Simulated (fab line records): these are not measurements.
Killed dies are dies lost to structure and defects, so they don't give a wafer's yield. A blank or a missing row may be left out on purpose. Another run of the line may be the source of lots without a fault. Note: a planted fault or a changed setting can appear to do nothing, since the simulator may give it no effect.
fab line records ; flow sky130
record: lots: 5; wafers: 15; last_day: 50
route steps=708 shown FIELD_ISO@27 NWELL@32 DNWELL@35 PAD_OPEN@708
lots with no fault: from the same line, run without faults
start_h: start of the lot's first displayed wafer, in hours after the record's first day ; wait_h: time in hours since the lot's previous step ; " repeats the value in the row above ; L1.1+2: a row that stands for several wafers ; - no value, or no start was given ; * or withheld: withheld ; < > ~ a bound
route shown NAME@n: NAME is a module with steps in the file, n the number in the route of the first one ; usual: mean and standard deviation over wafers with no fault ; same: alike in all rows ; chamber/n: place in a boat ; sites: per-site readings ; _std_site: standard deviation across them ; _edge_site: outer sites' mean less inner sites' ; radius_mm: how far each site lies from the wafer's centre ; mask NAME#n: copy n ; behind: tool/chamber where the wafer was last shaped ; hold: what put the lot on hold/how long, in hours/how the hold closed ; device: transistor that didn't switch, given as n, p or np ; end of line: tests of these same wafers at the route's end ; for a step that has no rows: nothing shown but its recipe ; killed: dies lost to structure and defects at the first sort, not the wafer's yield ; map: per-die view of a wafer (x killed, . not killed, _ where there is no die)
set.NAME: the run value of the setting; set.NAME@STEP: its run value at that earlier step ; model.NAME: the simulator's own value behind a step, which no gauge read
a table for each step, a row for each wafer; lots at some steps of the route
services: from which hour (start_h, from the record's first day; less than 0 if before it) a tool's chamber was out of use, for how many hours, and why
== steps ==
step: SKY_FIELD_ISO_ANNEAL_26
recipe: temp_c: 1000; time_s: 1800; ambient: N2
step: SKY_FIELD_ISO_CMP_27
recipe: stop_on: Si3N4; t_overpolish_s: 16; down_force_psi: 4; platen_rpm: 60; target_thk_nm: 457.8; pad_velocity_m_s: 0.94248
usual: motor_current_A: 11.3/1.1; overpolish_run_s: 16.002/0.0095; slurry_filter_dp_kPa: 13.51/0.13; time_to_endpoint_s: 113/5.4
lot.wafer;tool;chamber;start_h;wait_h;motor_current_A;overpolish_run_s;slurry_filter_dp_kPa;time_to_endpoint_s
L124.3;cmp-01;1;39.88;0.1;10.0;15.997;13.59;111
L124.1;cmp-01;3;39.88;0.1;11.9;16.003;13.57;113
L124.2;cmp-01;0;39.88;0.1;11.2;16.003;13.54;113
L135.2;cmp-02;0;98.89;0.1;13.4;16.006;13.35;120
L135.5;cmp-02;3;98.89;0.1;11.5;16.006;13.47;115
L135.6;cmp-02;0;98.89;0.1;13.6;15.997;13.45;120
L143.1;cmp-01;1;145.08;0.0;9.4;16.006;13.71;100
L143.2;cmp-01;3;145.08;0.0;11.0;16.004;13.58;104
L143.6;cmp-01;2;145.08;0.0;12.4;16.007;13.51;113
L145.2;cmp-02;3;160.56;0.1;11.7;16.004;13.69;109
L145.4;cmp-02;0;160.56;0.1;13.3;16.012;13.34;117
L145.5;cmp-02;1;160.56;0.1;11.2;15.999;13.59;112
L146.4;cmp-01;1;160.86;0.4;8.9;15.995;13.54;103
L146.5;cmp-01;3;160.86;0.4;11.0;16.002;13.72;110
L146.6;cmp-01;0;160.86;0.4;11.3;15.998;13.56;107
step: SKY_FIELD_ISO_WET_ETCH_28
recipe: chemistry: dHF; target_depth_nm: 23.7; target: SiO2; dilution: 10:1; temp_c: 25; time_s: 47
step: SKY_FIELD_ISO_WET_ETCH_29
recipe: chemistry: H3PO4; target_depth_nm: 160; target: Si3N4; temp_c: 160; time_s: 1825
step: SKY_FIELD_ISO_WET_ETCH_30
recipe: chemistry: dHF; target_depth_nm: 25; target: SiO2; dilution: 10:1; temp_c: 25; time_s: 50
step: SKY_NWELL_CLEAN_00
recipe: chemistry: SC1/SC2; mix: 1:4:20; temp_c: 70; time_s: 150; dry: n2_spin
step: SKY_NWELL_OXIDATION_01
recipe: temp_c: 900; ambient: O2; stabilise_s: 600; purge_s: 300; target_thk_a: 100; ox_time_s: 1418
step: SKY_NWELL_THK_MEAS_02
recipe: reads: SiO2_of_NWELL_OXIDATION_01
usual: NWELL_OXIDATION_THK: 9.99/0.16
lot.wafer;tool;chamber;start_h;wait_h;NWELL_OXIDATION_THK[nm]
L124.1;film_metro-03;-;42.77;0.0;10.01
L124.2;film_metro-03;-;42.77;0.0;10.18
L124.3;film_metro-03;-;42.77;0.0;10.19
L135.2;film_metro-02;-;101.15;0.0;9.69
L135.5;film_metro-02;-;101.15;0.0;9.90
L135.6;film_metro-02;-;101.15;0.0;9.71
L143.1;film_metro-03;-;156.19;0.0;10.26
L143.2;film_metro-03;-;156.19;0.0;10.06
L143.6;film_metro-03;-;156.19;0.0;10.05
L145.2;film_metro-01;-;168.55;0.0;10.27
L145.4;film_metro-01;-;168.55;0.0;10.13
L145.5;film_metro-01;-;168.55;0.0;10.16
L146.4;film_metro-02;-;168.57;0.0;9.93
L146.5;film_metro-02;-;168.57;0.0;9.96
L146.6;film_metro-02;-;168.57;0.0;10.09
step: SKY_DNWELL_DEHYDRATE_00
recipe: temp_c: 200; time_s: 60
step: SKY_DNWELL_HMDS_01
recipe: prime_time_s: 60; prime_temp_c: 120
step: SKY_DNWELL_COAT_02
recipe: spin_rpm: 2000; resist_thk_nm: 3000
step: SKY_DNWELL_SOFTBAKE_03
recipe: temp_c: 110; time_s: withheld
step: SKY_DNWELL_EXPOSE_04
recipe: mask_id: DNM; na: 0.57; target_cd_nm: 3000; dose_mj: 222
lot.wafer;tool;chamber;start_h;wait_h;mask
L124.1+2+3;iline_stepper-01;0;50.75;-;DNM#0
L135.2+5+6;iline_stepper-02;0;110.32;-;DNM_R1#0
L143.1+2+6;iline_stepper-02;0;165.64;-;DNM#0
L145.2+4+5;iline_stepper-01;0;178.28;-;DNM#0
L146.4+5+6;iline_stepper-02;0;178.56;-;DNM#0
step: SKY_DNWELL_PEB_05
recipe: temp_c: 115; time_s: withheld
step: SKY_PAD_OPEN_PROBE_99
usual: killed_at_M0_to_M3: 43/6.6; killed_at_M4_up: 3.1/1.6; killed_at_contacts: 23/5.6; killed_at_front_end: 15/4.2; killed_at_other: 0.2/0.43; killed_dies: 85/9.3; killed_open: 46/6.6; killed_short: 39/6.2
same: gross_dies: 492; killed_at_back_side: 0
lot.wafer;tool;chamber;start_h;wait_h;killed_at_M0_to_M3;killed_at_M4_up;killed_at_contacts;killed_at_front_end;killed_at_other;killed_dies;killed_open;killed_short;model.etest.res_deep_nwell.width_nm;model.etest.res_deep_nwell.line_ohm_um
L124.1;prober-02;-;1066.39;0.1;49;0;22;18;1;90;56;34;3000;756.3
L124.2;prober-02;-;1066.44;0.1;52;3;20;16;0;91;48;43;2998;751.9
L124.3;prober-02;-;1066.49;0.2;39;4;14;12;0;69;33;36;2995;753
L135.2;prober-01;-;1141.30;0.1;49;3;28;16;0;96;55;41;3198;686.8
L135.5;prober-01;-;1141.45;0.2;39;1;22;12;0;74;41;33;3213;676.7
L135.6;prober-01;-;1141.50;0.2;43;4;29;7;0;83;45;38;3192;686
L143.1;prober-01;-;1190.07;0.1;27;4;25;21;1;78;38;40;2987;724.5
L143.2;prober-01;-;1190.12;0.1;40;3;29;23;0;95;50;45;2996;731.8
L143.6;prober-01;-;1190.32;0.2;37;3;20;10;0;70;40;30;3006;730.6
L145.2;prober-02;-;1199.90;0.1;35;2;26;7;0;70;33;37;2996;722
L145.4;prober-02;-;1200.00;0.2;41;2;29;13;0;85;45;40;3016;728.6
L145.5;prober-02;-;1200.05;0.2;33;4;32;17;1;87;45;42;3000;719.2
L146.4;prober-02;-;1204.54;0.2;30;1;26;19;0;76;46;30;2991;752.3
L146.5;prober-02;-;1204.59;0.2;38;5;16;16;0;75;40;35;2999;738
L146.6;prober-02;-;1204.64;0.2;40;2;13;13;1;69;40;29;2987;749.5
killed by level:class
L124.1 VIA1:geometric_particle:open=13 CONTACT:geometric_particle:open=9 POLY_GATE:geometric_particle:open=7 METAL1:geometric_particle:short=7 VIA2:geometric_particle:open=7 VIA3:geometric_particle:open=6 CONTACT:geometric_particle:short=5 LOCAL_INTERCONNECT:geometric_particle:short=4
L124.2 VIA1:geometric_particle:short=8 VIA1:geometric_particle:open=8 FIELD_ISO:geometric_particle:open=7 LI_CONTACT:geometric_particle:open=7 METAL1:geometric_particle:short=7 VIA2:geometric_particle:open=7 VIA3:geometric_particle:open=6 LI_CONTACT:geometric_particle:short=5
L124.3 VIA1:geometric_particle:open=10 LI_CONTACT:geometric_particle:open=6 METAL1:geometric_particle:short=6 CONTACT:geometric_particle:open=5 VIA1:geometric_particle:short=5 METAL2:geometric_particle:short=5 VIA3:geometric_particle:open=5 VIA3:geometric_particle:short=4
L135.2 VIA3:geometric_particle:open=14 VIA1:geometric_particle:open=11 CONTACT:geometric_particle:open=10 METAL1:geometric_particle:short=6 FIELD_ISO:geometric_particle:short=5 LI_CONTACT:geometric_particle:open=5 LOCAL_INTERCONNECT:geometric_particle:short=5 VIA1:geometric_particle:short=4
L135.5 VIA3:geometric_particle:open=9 CONTACT:geometric_particle:open=8 VIA1:geometric_particle:open=6 METAL2:geometric_particle:short=5 VIA2:geometric_particle:open=4 LI_CONTACT:geometric_particle:open=4 LOCAL_INTERCONNECT:geometric_particle:short=4 METAL1:geometric_particle:short=4
L135.6 CONTACT:geometric_particle:open=11 VIA1:geometric_particle:open=11 VIA2:geometric_particle:open=9 CONTACT:geometric_particle:short=6 LI_CONTACT:geometric_particle:open=5 METAL3:geometric_particle:short=5 METAL1:geometric_particle:short=4 LI_CONTACT:geometric_particle:short=4
L143.1 FIELD_ISO:geometric_particle:short=7 CONTACT:geometric_particle:open=7 LI_CONTACT:geometric_particle:open=6 LOCAL_INTERCONNECT:geometric_particle:short=6 POLY_GATE:geometric_particle:open=4 CONTACT:geometric_particle:short=4 VIA2:geometric_particle:open=4 METAL3:geometric_particle:open=4
L143.2 CONTACT:geometric_particle:open=11 VIA1:geometric_particle:open=9 METAL2:geometric_particle:short=8 FIELD_ISO:geometric_particle:open=7 FIELD_ISO:geometric_particle:short=6 LI_CONTACT:geometric_particle:open=6 POLY_GATE:geometric_particle:open=6 CONTACT:geometric_particle:short=6
L143.6 VIA1:geometric_particle:open=9 CONTACT:geometric_particle:open=8 VIA1:geometric_particle:short=5 METAL3:geometric_particle:short=5 VIA3:geometric_particle:open=4 LI_CONTACT:geometric_particle:open=4 CONTACT:geometric_particle:short=4 POLY_GATE:geometric_particle:open=3
L145.2 CONTACT:geometric_particle:open=10 VIA1:geometric_particle:open=8 LOCAL_INTERCONNECT:geometric_particle:short=6 VIA2:geometric_particle:open=6 FIELD_ISO:geometric_particle:short=5 CONTACT:geometric_particle:short=4 METAL2:geometric_particle:short=4 VIA3:geometric_particle:open=4
L145.4 CONTACT:geometric_particle:open=15 VIA2:geometric_particle:open=7 VIA3:geometric_particle:open=7 CONTACT:geometric_particle:short=6 METAL3:geometric_particle:short=6 FIELD_ISO:geometric_particle:open=5 FIELD_ISO:geometric_particle:short=5 VIA2:geometric_particle:short=5
L145.5 CONTACT:geometric_particle:open=13 CONTACT:geometric_particle:short=8 VIA2:geometric_particle:open=7 LOCAL_INTERCONNECT:geometric_particle:short=6 LI_CONTACT:geometric_particle:open=5 VIA1:geometric_particle:short=5 VIA1:geometric_particle:open=5 FIELD_ISO:geometric_particle:short=4
L146.4 VIA1:geometric_particle:open=9 CONTACT:geometric_particle:open=7 CONTACT:geometric_particle:short=6 VIA2:geometric_particle:open=6 POLY_GATE:geometric_particle:short=5 FIELD_ISO:geometric_particle:open=4 FIELD_ISO:geometric_particle:short=4 LI_CONTACT:geometric_particle:open=4
L146.5 METAL2:geometric_particle:short=10 VIA1:geometric_particle:open=9 VIA3:geometric_particle:open=8 POLY_GATE:geometric_particle:short=6 METAL1:geometric_particle:short=5 CONTACT:geometric_particle:open=5 FIELD_ISO:geometric_particle:open=4 LI_CONTACT:geometric_particle:open=4
L146.6 VIA1:geometric_particle:open=16 VIA1:geometric_particle:short=6 POLY_GATE:geometric_particle:short=5 VIA2:geometric_particle:open=5 METAL1:geometric_particle:short=4 LI_CONTACT:geometric_particle:open=3 CONTACT:geometric_particle:open=3 METAL2:geometric_particle:short=3
== services ==
tool;chamber;start_h;hours;kind
cmp-02;-;29.13;10.2;repair
iline_stepper-01;-;32.13;1.3;repair
cmp-02;-;39.30;12.7;pm
iline_stepper-02;-;45.57;1.4;repair
iline_stepper-02;-;62.11;1.7;pm
cmp-01;-;64.00;4.0;pm
cmp-01;-;64.68;1.9;repair
cmp-01;-;68.00;-;consumable_replace:conditioner
cmp-01;-;68.00;-;consumable_replace:pad
cmp-01;-;68.00;3.3;pm
cmp-02;-;74.97;1.2;repair
iline_stepper-01;-;84.04;1.7;pm
iline_stepper-01;-;114.44;7.1;repair
iline_stepper-02;-;131.01;1.0;repair
iline_stepper-02;-;138.20;4.4;pm
cmp-02;-;150.00;5.1;pm
iline_stepper-02;-;167.02;2.2;repair
== key ==
first_sign: step: SKY_DNWELL_EXPOSE_04; reading: mask; direction: changed
effect none on later readings
model_effect: step: SKY_PAD_OPEN_PROBE_99; value: etest.res_deep_nwell.width_nm; without: 2991; struck: 3201
met_at SKY_DNWELL_EXPOSE_04
struck_wafers L135.2,L135.5,L135.6
tester_left_out L135
fault: kind: wrong_mask; tool: any; chamber: -; onset_h: 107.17; steps: SKY_DNWELL_EXPOSE_04; aux_copy: DNM_R1#0; cd_offset_nm: 210; scope: struck_lots_only
tester_left_out: of these lots the tester's yield and bins aren't shown, on N5 and GAA mostly nor the transistor test; their killed dies are dies lost to structure and defects alone, not to doping, threshold or leakage, so they don't give the yield
